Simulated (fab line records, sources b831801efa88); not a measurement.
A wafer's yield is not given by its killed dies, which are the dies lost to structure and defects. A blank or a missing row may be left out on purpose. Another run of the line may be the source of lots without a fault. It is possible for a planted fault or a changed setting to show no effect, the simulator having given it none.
Which tool did it? || flow gf180mcu || 13 lots, 39 wafers sampled, at 5 steps of a route of 602

WHAT THE GAUGES SHOWED, per wafer
GF_STI_CD_MEAS_12: target cd 220 nm. Usual: 219.9 nm for cd nm, sd 1.5.
{"lot": "L738", "measured": "day 2 03:58", "on": "cd sem-02", "cd nm (nm)": "218.4 219.0 218.5", "flag": ""}
{"lot": "L739", "measured": "day 2 07:08", "on": "cd sem-02", "cd nm (nm)": "218.0 219.3 218.9", "flag": ""}
{"lot": "L740", "measured": "day 2 12:34", "on": "cd sem-01", "cd nm (nm)": "221.4 221.5 221.0", "flag": ""}
{"lot": "L741", "measured": "day 2 17:29", "on": "cd sem-02", "cd nm (nm)": "221.0 219.8 220.8", "flag": ""}
{"lot": "L742", "measured": "day 2 21:34", "on": "cd sem-02", "cd nm (nm)": "219.4 219.6 218.4", "flag": ""}
{"lot": "L744", "measured": "day 3 10:14", "on": "cd sem-01", "cd nm (nm)": "222.0 221.7 220.9", "flag": ""}
{"lot": "L745", "measured": "day 3 13:59", "on": "cd sem-02", "cd nm (nm)": "220.7 222.3 221.1", "flag": ""}
{"lot": "L746", "measured": "day 3 18:29", "on": "cd sem-02", "cd nm (nm)": "222.6 223.4 222.3", "flag": ""}
{"lot": "L750", "measured": "day 4 15:51", "on": "cd sem-02", "cd nm (nm)": "218.8 218.2 219.7", "flag": ""}
{"lot": "L751", "measured": "day 4 20:40", "on": "cd sem-01", "cd nm (nm)": "220.1 219.8 219.5", "flag": ""}
{"lot": "L753", "measured": "day 5 07:25", "on": "cd sem-02", "cd nm (nm)": "221.1 221.3 221.5", "flag": ""}
{"lot": "L757", "measured": "day 6 03:00", "on": "cd sem-01", "cd nm (nm)": "220.7 221.1 220.4", "flag": ""}
{"lot": "L758", "measured": "day 6 12:01", "on": "cd sem-01", "cd nm (nm)": "219.2 217.2 217.8", "flag": ""}

GF_DNWELL_TW_MEAS_09. Usual: DNWELL_TW 1357, standard deviation 11.
{"lot": "L738", "measured": "day 2 21:16", "on": "film metro-02", "DNWELL_TW": "1351 1351 1350", "flag": ""}
{"lot": "L739", "measured": "day 3 00:49", "on": "film metro-04", "DNWELL_TW": "1373 1371 1362", "flag": ""}
{"lot": "L740", "measured": "day 3 05:04", "on": "film metro-04", "DNWELL_TW": "1374 1373 1363", "flag": ""}
{"lot": "L741", "measured": "day 3 11:10", "on": "film metro-04", "DNWELL_TW": "1355 1368 1360", "flag": ""}
{"lot": "L742", "measured": "day 3 15:13", "on": "film metro-04", "DNWELL_TW": "1371 1373 1358", "flag": ""}
{"lot": "L744", "measured": "day 4 03:55", "on": "film metro-04", "DNWELL_TW": "1344 1340 1348", "flag": ""}
{"lot": "L745", "measured": "day 4 09:29", "on": "film metro-01", "DNWELL_TW": "1342 1349 1343", "flag": ""}
{"lot": "L746", "measured": "day 4 13:19", "on": "film metro-02", "DNWELL_TW": "1342 1344 1335", "flag": ""}
{"lot": "L750", "measured": "day 5 13:59", "on": "film metro-04", "DNWELL_TW": "1367 1358 1358", "flag": ""}
{"lot": "L751", "measured": "day 5 20:42", "on": "film metro-01", "DNWELL_TW": "921 924 928", "flag": "OFF"}
{"lot": "L753", "measured": "day 6 04:55", "on": "film metro-02", "DNWELL_TW": "939 935 936", "flag": "OFF"}
{"lot": "L757", "measured": "day 7 03:48", "on": "film metro-02", "DNWELL_TW": "1346 1347 1342", "flag": ""}
{"lot": "L758", "measured": "day 7 09:57", "on": "film metro-04", "DNWELL_TW": "1373 1363 1367", "flag": ""}

GF_VT_IMPLANT_OVL_MEAS_18. Usual: VT_IMPLANT_01_OVL 0.1 nm, standard deviation 1.5.
{"lot": "L738", "measured": "day 6 08:16", "on": "overlay-01", "VT_IMPLANT_01_OVL (nm)": "-1.1 1.0 -0.3", "flag": ""}
{"lot": "L739", "measured": "day 6 13:13", "on": "overlay-02", "VT_IMPLANT_01_OVL (nm)": "1.0 3.7 2.4", "flag": ""}
{"lot": "L740", "measured": "day 6 18:10", "on": "overlay-01", "VT_IMPLANT_01_OVL (nm)": "-0.2 -1.9 -1.0", "flag": ""}
{"lot": "L741", "measured": "day 7 00:46", "on": "overlay-01", "VT_IMPLANT_01_OVL (nm)": "1.9 3.4 1.7", "flag": ""}
{"lot": "L742", "measured": "day 7 07:18", "on": "overlay-01", "VT_IMPLANT_01_OVL (nm)": "-1.6 0.8 -0.3", "flag": ""}
{"lot": "L744", "measured": "day 7 20:56", "on": "overlay-01", "VT_IMPLANT_01_OVL (nm)": "-1.7 -0.2 0.9", "flag": ""}
{"lot": "L745", "measured": "day 8 03:22", "on": "overlay-02", "VT_IMPLANT_01_OVL (nm)": "0.2 -0.4 2.1", "flag": ""}
{"lot": "L746", "measured": "day 8 08:25", "on": "overlay-01", "VT_IMPLANT_01_OVL (nm)": "-1.2 -0.9 -1.2", "flag": ""}
{"lot": "L750", "measured": "day 9 13:46", "on": "overlay-02", "VT_IMPLANT_01_OVL (nm)": "0.0 0.4 -1.6", "flag": ""}
{"lot": "L751", "measured": "day 9 20:28", "on": "overlay-01", "VT_IMPLANT_01_OVL (nm)": "0.1 -1.5 -3.8", "flag": ""}
{"lot": "L753", "measured": "day 10 08:52", "on": "overlay-02", "VT_IMPLANT_01_OVL (nm)": "0.4 0.7 1.0", "flag": ""}
{"lot": "L757", "measured": "day 11 11:40", "on": "overlay-02", "VT_IMPLANT_01_OVL (nm)": "1.3 0.7 0.6", "flag": ""}
{"lot": "L758", "measured": "day 11 19:19", "on": "overlay-01", "VT_IMPLANT_01_OVL (nm)": "-1.6 -0.2 0.4", "flag": ""}

WHAT TOOL EACH LOT RAN ON (gives the tool, then ch and the chambers of the sampled wafers, and finally the start)
{"lot": "L738", "GF_STI_CMP_25": "cmp-01 ch 0,3, day 2 06:25", "GF_DNWELL_IMPLANT_07": "implanter-04 ch 0, day 2 21:02"}
{"lot": "L739", "GF_STI_CMP_25": "cmp-02 ch 0,2,3, day 2 09:11", "GF_DNWELL_IMPLANT_07": "implanter-01 ch 0, day 3 00:35"}
{"lot": "L740", "GF_STI_CMP_25": "cmp-02 ch 1,3, day 2 14:37", "GF_DNWELL_IMPLANT_07": "implanter-03 ch 0, day 3 04:49"}
{"lot": "L741", "GF_STI_CMP_25": "cmp-01 ch 0,2,3, day 2 19:33", "GF_DNWELL_IMPLANT_07": "implanter-01 ch 0, day 3 10:55"}
{"lot": "L742", "GF_STI_CMP_25": "cmp-01 ch 1,3, day 2 23:43", "GF_DNWELL_IMPLANT_07": "implanter-03 ch 0, day 3 14:58"}
{"lot": "L744", "GF_STI_CMP_25": "cmp-02 ch 1,2,3, day 3 12:26", "GF_DNWELL_IMPLANT_07": "implanter-03 ch 0, day 4 03:41"}
{"lot": "L745", "GF_STI_CMP_25": "cmp-01 ch 0,2, day 3 16:58", "GF_DNWELL_IMPLANT_07": "implanter-03 ch 0, day 4 09:14"}
{"lot": "L746", "GF_STI_CMP_25": "cmp-02 ch 0,1,3, day 3 21:20", "GF_DNWELL_IMPLANT_07": "implanter-04 ch 0, day 4 13:04"}
{"lot": "L750", "GF_STI_CMP_25": "cmp-01 ch 0,1,2, day 4 18:02", "GF_DNWELL_IMPLANT_07": "implanter-04 ch 0, day 5 13:44"}
{"lot": "L751", "GF_STI_CMP_25": "cmp-02 ch 0,1,3, day 5 02:32", "GF_DNWELL_IMPLANT_07": "implanter-03 ch 0, day 5 20:28"}
{"lot": "L753", "GF_STI_CMP_25": "cmp-02 ch 0,1, day 5 10:05", "GF_DNWELL_IMPLANT_07": "implanter-03 ch 0, day 6 04:41"}
{"lot": "L757", "GF_STI_CMP_25": "cmp-01 ch 0,2,3, day 6 07:45", "GF_DNWELL_IMPLANT_07": "implanter-04 ch 0, day 7 03:33"}
{"lot": "L758", "GF_STI_CMP_25": "cmp-01 ch 0,2,3, day 6 15:58", "GF_DNWELL_IMPLANT_07": "implanter-04 ch 0, day 7 09:43"}
- GF_STI_CMP_25: polishes, stops on Si3N4, t overpolish 33 s, target thk 524.6 nm.
- GF_DNWELL_IMPLANT_07

AS READ BY THE TOOLS THEMSELVES (means over the sampled wafers that have a number; for cases with no such wafer, the mark the record gives instead)
GF_STI_CMP_25. Usual: motor current A 11.6 A, standard deviation 0.97; overpolish run s 33.001 s, standard deviation 0.009; time to endpoint s 119 s, standard deviation 4.
{"lot": "L738", "tool": "cmp-01", "motor current A (A)": 10.5, "overpolish run s (s)": 33.005, "time to endpoint s (s)": 120, "flag": ""}
{"lot": "L739", "tool": "cmp-02", "motor current A (A)": 11.5, "overpolish run s (s)": 32.993, "time to endpoint s (s)": 122, "flag": ""}
{"lot": "L740", "tool": "cmp-02", "motor current A (A)": 12.1, "overpolish run s (s)": 33.003, "time to endpoint s (s)": 125, "flag": ""}
{"lot": "L741", "tool": "cmp-01", "motor current A (A)": 11.9, "overpolish run s (s)": 33.001, "time to endpoint s (s)": 123, "flag": ""}
{"lot": "L742", "tool": "cmp-01", "motor current A (A)": 11.5, "overpolish run s (s)": 33.002, "time to endpoint s (s)": 123, "flag": ""}
{"lot": "L744", "tool": "cmp-02", "motor current A (A)": 11.7, "overpolish run s (s)": 32.996, "time to endpoint s (s)": 124, "flag": ""}
{"lot": "L745", "tool": "cmp-01", "motor current A (A)": 12.7, "overpolish run s (s)": 33.003, "time to endpoint s (s)": 114, "flag": ""}
{"lot": "L746", "tool": "cmp-02", "motor current A (A)": 12.0, "overpolish run s (s)": 32.996, "time to endpoint s (s)": 115, "flag": ""}
{"lot": "L750", "tool": "cmp-01", "motor current A (A)": 12.1, "overpolish run s (s)": 33.001, "time to endpoint s (s)": 115, "flag": ""}
{"lot": "L751", "tool": "cmp-02", "motor current A (A)": 11.6, "overpolish run s (s)": 32.999, "time to endpoint s (s)": 120, "flag": ""}
{"lot": "L753", "tool": "cmp-02", "motor current A (A)": 12.3, "overpolish run s (s)": 32.999, "time to endpoint s (s)": 119, "flag": ""}
{"lot": "L757", "tool": "cmp-01", "motor current A (A)": 11.4, "overpolish run s (s)": 33.003, "time to endpoint s (s)": 116, "flag": ""}
{"lot": "L758", "tool": "cmp-01", "motor current A (A)": 12.1, "overpolish run s (s)": 33.000, "time to endpoint s (s)": 117, "flag": ""}

GF_DNWELL_IMPLANT_07. Usual: dose ions cm2 1e+13, standard deviation 8.9e+09; faraday current uA 56.4, standard deviation 1.1; tilt deg -0.001 degrees, standard deviation 0.021.
{"lot": "L738", "tool": "implanter-04", "dose ions cm2": 1e+13, "faraday current uA": 55.9, "tilt deg (degrees)": 0.017, "flag": ""}
{"lot": "L739", "tool": "implanter-01", "dose ions cm2": 1e+13, "faraday current uA": 56.9, "tilt deg (degrees)": -0.026, "flag": ""}
{"lot": "L740", "tool": "implanter-03", "dose ions cm2": 1e+13, "faraday current uA": 56.1, "tilt deg (degrees)": 0.004, "flag": ""}
{"lot": "L741", "tool": "implanter-01", "dose ions cm2": 1e+13, "faraday current uA": 56.5, "tilt deg (degrees)": -0.021, "flag": ""}
{"lot": "L742", "tool": "implanter-03", "dose ions cm2": 1e+13, "faraday current uA": 56.2, "tilt deg (degrees)": 0.006, "flag": ""}
{"lot": "L744", "tool": "implanter-03", "dose ions cm2": 1e+13, "faraday current uA": 57.2, "tilt deg (degrees)": -0.030, "flag": ""}
{"lot": "L745", "tool": "implanter-03", "dose ions cm2": 1e+13, "faraday current uA": 56.3, "tilt deg (degrees)": -0.007, "flag": ""}
{"lot": "L746", "tool": "implanter-04", "dose ions cm2": 1e+13, "faraday current uA": 56.5, "tilt deg (degrees)": 0.006, "flag": ""}
{"lot": "L750", "tool": "implanter-04", "dose ions cm2": 1e+13, "faraday current uA": 54.9, "tilt deg (degrees)": 0.017, "flag": ""}
{"lot": "L751", "tool": "implanter-03", "dose ions cm2": 3e+12, "faraday current uA": 17.9, "tilt deg (degrees)": 0.022, "flag": "OFF"}
{"lot": "L753", "tool": "implanter-03", "dose ions cm2": 3e+12, "faraday current uA": 17.7, "tilt deg (degrees)": 0.020, "flag": "OFF"}
{"lot": "L757", "tool": "implanter-04", "dose ions cm2": 1e+13, "faraday current uA": 56.8, "tilt deg (degrees)": 0.006, "flag": ""}
{"lot": "L758", "tool": "implanter-04", "dose ions cm2": 1e+13, "faraday current uA": 56.5, "tilt deg (degrees)": 0.035, "flag": ""}

THE ANSWER, worked out from the rows above alone
Rule: a lot is off if the mean of its wafers that have a number lies more than 3 standard deviations from the usual mean. A lot without any number at a reading at which 4 lots or more have one is off too. Any other lot the step has rows for is counted as sound. Order of review: gauges by route order, followed by the tools' own readings, for which a lot's mean as printed above is used. At the first step where some lot is off, the reading lying furthest off is the one used; lots without a number count as furthest.
Off: L751, L753, at GF_DNWELL_TW_MEAS_09 (DNWELL_TW).
A tool fits if, at a process step before that reading, it ran every lot that is off, and no sound lot after the first of them. Not tried: the gauges at GF_DNWELL_TW_MEAS_09; whatever is off there is also off at GF_DNWELL_IMPLANT_07, on other tools, and gauge error can't account for it. 2 tools fit, cmp-02 at GF_STI_CMP_25 and implanter-03 at GF_DNWELL_IMPLANT_07, so this cannot tell which one it is.

WHAT HAD BEEN PUT IN BY THE SIMULATOR
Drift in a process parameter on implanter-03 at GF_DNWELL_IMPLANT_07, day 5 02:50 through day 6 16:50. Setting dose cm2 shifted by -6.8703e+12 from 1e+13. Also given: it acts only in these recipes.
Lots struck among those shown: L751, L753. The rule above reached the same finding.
